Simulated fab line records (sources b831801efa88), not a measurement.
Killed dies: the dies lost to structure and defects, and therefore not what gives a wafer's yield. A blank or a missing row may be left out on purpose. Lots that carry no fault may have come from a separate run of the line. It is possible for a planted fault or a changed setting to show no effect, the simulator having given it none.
fab line records	flow sfqLine
[record] lots = 14	wafers = 42	lastDay = 92
route steps=325 shown I0@44
lots untouched by any fault: they come from a run of this same line in which no faults occurred
startH: hours from the record's opening day to when the first of the lot's shown wafers began	waitH: how many hours have passed since the lot's step before this one	" repeats the value in the row above	L1.1+2: a row that stands for several wafers	- no value, or no start was given	* or withheld: withheld	< > ~ a bound
route shown NAME@n: a module of which the file shows steps, and the number in the route of the first	usual: the fault-free wafers' mean and standard deviation	same: alike in all rows	chamber/n: place in a boat	sites: each site's reading	_std_site: how widely they spread, as a standard deviation	_edge_site: inner sites' mean taken away from outer sites' mean	radiusMm: for every site, how far away it sits from the centre of the wafer	mask NAME#n: copy n	behind: the most recent tool/chamber to have shaped the wafer	hold: what put the lot on hold/how long, in hours/how the hold closed	device: whichever transistor did not switch (one of n, p or np)	end of line: the route-end tests of the same wafers	a step given without rows: its recipe and nothing more	killed: at the first sort, the dies lost to defects and structure; wafer yield is something else	map: a wafer's dies, marking killed ones x, the rest . and places with no die _
set.NAME: the setting that was run; set.NAME@STEP: the one run at that earlier step	model.NAME: the simulator's own value behind a step, which no gauge read
route steps across a sampled set of lots; one table per step, one row per wafer
services: from which hour (startH, from the record's first day; less than 0 if before it) a tool's chamber was out of use, for how many hours, and why
[[steps]]
[step SFQ_TRILAYER_I0_CMP_CMP_028]
[recipe] material = SiO2	downForcePsi = 3	platenRpm = 60	padVelocityMS = 0.94248
[usual] motorCurrentA = 10.3/0.69	timeToEndpointS = 208/7.5
lot.wafer	tool	chamber	startH	waitH	motorCurrentA	timeToEndpointS
L667.4	cmp-01	3	267.58	4.6	9.7	219
L667.5	"	3	269.58	6.6	9.8	226
L667.6	"	0	"	"	9.6	217
L668.1	cmp-02	0	273.87	5.0	11.0	204
L668.2	"	2	274.87	6.0	10.3	216
L668.5	"	3	"	"	10.9	213
L669.3	cmp-01	3	293.15	6.1	9.6	219
L669.1	"	0	"	"	10.3	217
L669.4	"	1	"	"	10.1	215
L671.1	cmp-01	1	310.65	8.4	9.4	193
L671.4	"	0	312.15	9.8	10.3	201
L671.5	"	2	313.15	10.8	12.1	214
L673.3	cmp-01	0	323.38	1.8	10.0	201
L673.1	"	2	324.38	2.8	11.7	206
L673.5	"	0	325.38	3.7	10.4	204
L674.2	cmp-02	3	336.89	0.1	10.7	212
L674.4	"	1	337.89	1.0	9.8	205
L674.1	"	2	"	"	10.1	205
L675.4	cmp-02	2	347.48	1.0	10.0	211
L675.2	"	3	"	"	11.2	211
L675.5	"	1	348.98	2.5	9.6	208
L678.3	cmp-01	1	368.70	0.5	10.4	201
L678.1	"	2	"	"	11.3	215
L678.4	"	3	"	"	9.4	213
L679.1	cmp-02	3	378.99	0.0	10.7	209
L679.3	"	0	"	"	10.4	203
L679.6	"	0	381.49	2.5	10.2	208
L680.4	cmp-02	2	387.19	1.0	9.9	203
L680.3	"	3	"	"	10.8	202
L680.6	"	1	388.69	2.5	10.0	203
L681.3	cmp-02	3	395.96	0.0	11.2	201
L681.2	"	2	397.46	1.5	9.5	200
L681.5	"	0	398.46	2.5	10.6	209
L687.4	cmp-02	3	446.86	0.5	11.6	210
L687.3	"	0	"	"	10.4	170
L687.6	"	0	449.36	3.0	10.1	175
L688.3	cmp-02	2	459.36	3.5	9.5	165
L688.6	"	1	460.86	4.9	8.9	162
L688.5	"	2	"	"	10.2	170
L690.1	cmp-01	3	492.25	6.1	10.3	198
L690.2	"	1	493.25	7.1	9.6	197
L690.6	"	3	494.25	8.1	9.1	210
[step SFQ_TRILAYER_I0_METRO_MEASURE_029]
[usual] thkNm = 199.2/1
lot.wafer	tool	chamber	startH	waitH	thkNm
L667.4	filmMetro-01	-	271.30	0.6	199.5
L667.5	"	-	"	"	199.3
L667.6	"	-	"	"	201.2
L668.1	filmMetro-01	-	276.49	0.1	198.5
L668.2	"	-	"	"	198.0
L668.5	"	-	"	"	198.5
L669.1	filmMetro-01	-	295.77	0.1	198.2
L669.3	"	-	"	"	199.6
L669.4	"	-	"	"	198.8
L671.1	filmMetro-02	-	313.77	0.1	197.8
L671.4	"	-	"	"	197.7
L671.5	"	-	"	"	200.1
L673.1	filmMetro-04	-	326.00	0.1	200.1
L673.3	"	-	"	"	198.6
L673.5	"	-	"	"	199.6
L674.1	filmMetro-02	-	340.01	0.1	199.4
L674.2	"	-	"	"	200.8
L674.4	"	-	"	"	198.7
L675.2	filmMetro-04	-	349.80	0.3	200.5
L675.4	"	-	"	"	198.6
L675.5	"	-	"	"	198.9
L678.1	filmMetro-02	-	371.32	0.1	201.1
L678.3	"	-	"	"	199.8
L678.4	"	-	"	"	199.9
L679.1	filmMetro-01	-	382.11	0.1	200.9
L679.3	"	-	"	"	199.3
L679.6	"	-	"	"	199.1
L680.3	filmMetro-02	-	389.71	0.5	198.1
L680.4	"	-	"	"	198.3
L680.6	"	-	"	"	197.3
L681.2	filmMetro-02	-	399.28	0.3	197.8
L681.3	"	-	"	"	200.2
L681.5	"	-	"	"	198.8
L687.3	filmMetro-04	-	450.38	0.5	247.7
L687.4	"	-	"	"	199.0
L687.6	"	-	"	"	249.2
L688.3	filmMetro-01	-	462.38	0.5	250.2
L688.5	"	-	"	"	249.3
L688.6	"	-	"	"	249.1
L690.1	filmMetro-04	-	495.37	0.1	198.6
L690.2	"	-	"	"	199.2
L690.6	"	-	"	"	198.9
[step SFQ_TRILAYER_I0_VIA_ETCH_VIA_ETCH_034]
[recipe] target = SiO2	stopOn = Nb	maskMaterial = PR	taperDeg = 20	chemistry = CHF3	targetDepthNm = 260	sourceW = 500	biasW = 80	pressureMtorr = 30	timeS = withheld
[usual] drypumpMotorCurrentA = 5.7/0.35	oesProductAu = 0.853/0.005
lot.wafer	tool	chamber	startH	waitH	drypumpMotorCurrentA	oesProductAu
L667.4	rieDiel-02	0	303.66	0.0	5.8	0.852
L667.5	"	1	"	"	5.4	0.854
L667.6	"	2	"	"	6.0	0.862
L668.1	rieDiel-04	0	304.86	0.0	5.9	0.862
L668.2	"	1	"	"	5.2	0.853
L668.5	"	0	"	"	5.8	0.855
L669.1	rieDiel-04	0	309.66	0.0	5.8	0.845
L669.3	"	2	"	"	5.5	0.854
L669.4	"	0	"	"	5.8	0.851
L671.1	rieDiel-01	0	332.72	0.0	5.9	0.848
L671.4	"	2	"	"	5.7	0.852
L671.5	"	0	"	"	5.9	0.848
L673.1	rieDiel-01	1	337.52	0.0	6.1	0.855
L673.3	"	3	"	"	4.8	0.851
L673.5	"	1	"	"	6.1	0.856
L674.1	rieDiel-02	1	343.84	0.0	5.4	0.854
L674.2	"	3	"	"	6.2	0.855
L674.4	"	0	"	"	5.9	0.852
L675.2	rieDiel-04	0	353.12	0.0	5.8	0.852
L675.4	"	2	"	"	5.5	0.851
L675.5	"	1	"	"	5.2	0.847
L678.1	rieDiel-01	0	374.85	0.0	5.9	0.855
L678.3	"	1	"	"	6.1	0.852
L678.4	"	2	"	"	5.7	0.843
L679.1	rieDiel-02	3	385.63	0.0	6.2	0.849
L679.3	"	1	"	"	5.3	0.858
L679.6	"	3	"	"	6.2	0.849
L680.3	rieDiel-02	1	392.83	0.0	5.4	0.857
L680.4	"	3	"	"	6.2	0.846
L680.6	"	1	"	"	5.4	0.856
L681.2	rieDiel-04	0	403.49	0.0	5.9	0.845
L681.3	"	1	"	"	5.2	0.852
L681.5	"	0	"	"	5.8	0.849
L687.3	rieDiel-01	1	609.31	0.0	6.1	0.961
L687.4	"	2	"	"	5.7	0.846
L687.6	"	1	"	"	6.1	0.962
L688.3	rieDiel-01	0	620.11	0.0	6.0	0.970
L688.5	"	0	"	"	5.9	0.974
L688.6	"	3	"	"	4.8	0.981
L690.1	rieDiel-04	3	650.23	0.0	5.6	0.848
L690.2	"	2	"	"	5.5	0.857
L690.6	"	2	"	"	5.4	0.851
[[services]]
tool	chamber	startH	hours	kind
cmp-01	-	245.17	16.4	repair
filmMetro-01	-	250.46	0.5	pm
filmMetro-02	-	252.39	0.9	pm
rieDiel-04	2	259.30	11.5	repair
filmMetro-01	-	271.90	1.5	pm
filmMetro-02	-	278.97	0.7	pm
rieDiel-04	3	300.07	6.0	repair
cmp-01	-	305.50	0.6	repair
rieDiel-04	1	305.75	8.1	repair
cmp-02	-	317.36	0.4	repair
cmp-01	-	319.52	0.4	repair
cmp-02	-	322.52	2.0	repair
rieDiel-01	3	332.59	1.9	repair
filmMetro-02	-	342.15	0.5	pm
rieDiel-04	1	344.47	1.2	repair
cmp-02	-	407.36	4.0	pm
cmp-02	-	414.40	5.2	pm
cmp-01	-	447.70	8.1	repair
cmp-01	-	480.37	8.9	pm
cmp-02	-	502.42	4.6	pm
cmp-01	-	513.08	0.3	repair
cmp-01	-	556.35	1.0	repair
cmp-01	-	573.49	4.0	pm
cmp-01	-	605.47	0.3	repair
[[key]]
[firstSign] step = SFQ_TRILAYER_I0_CMP_CMP_028	reading = timeToEndpointS	direction = down	sigmas = 5.3	usual = *	struck = *
[effect] step = SFQ_TRILAYER_I0_METRO_MEASURE_029	reading = thkNm	direction = up	sigmas = 48	usual = 199.2	struck = 249.1
[effect] step = SFQ_TRILAYER_I0_VIA_ETCH_VIA_ETCH_034	reading = oesProductAu	direction = up	sigmas = 23	usual = 0.853	struck = 0.969
metAt SFQ_TRILAYER_I0_CMP_CMP_028
struckLots L687,L688
struckWafers L687.3,L687.6,L688.3,L688.5,L688.6
onsetBetween 395.96 446.86
[fault] kind = processParameterDrift	tool = cmp-02	chamber = -	onsetH = 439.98	steps = SFQ_TRILAYER_I0_CMP_CMP_028	channel = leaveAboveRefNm	offset = 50	shape = step	endH = 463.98	scope = struckWafersOnly	actsIn = theseRecipesOnly	stated = 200
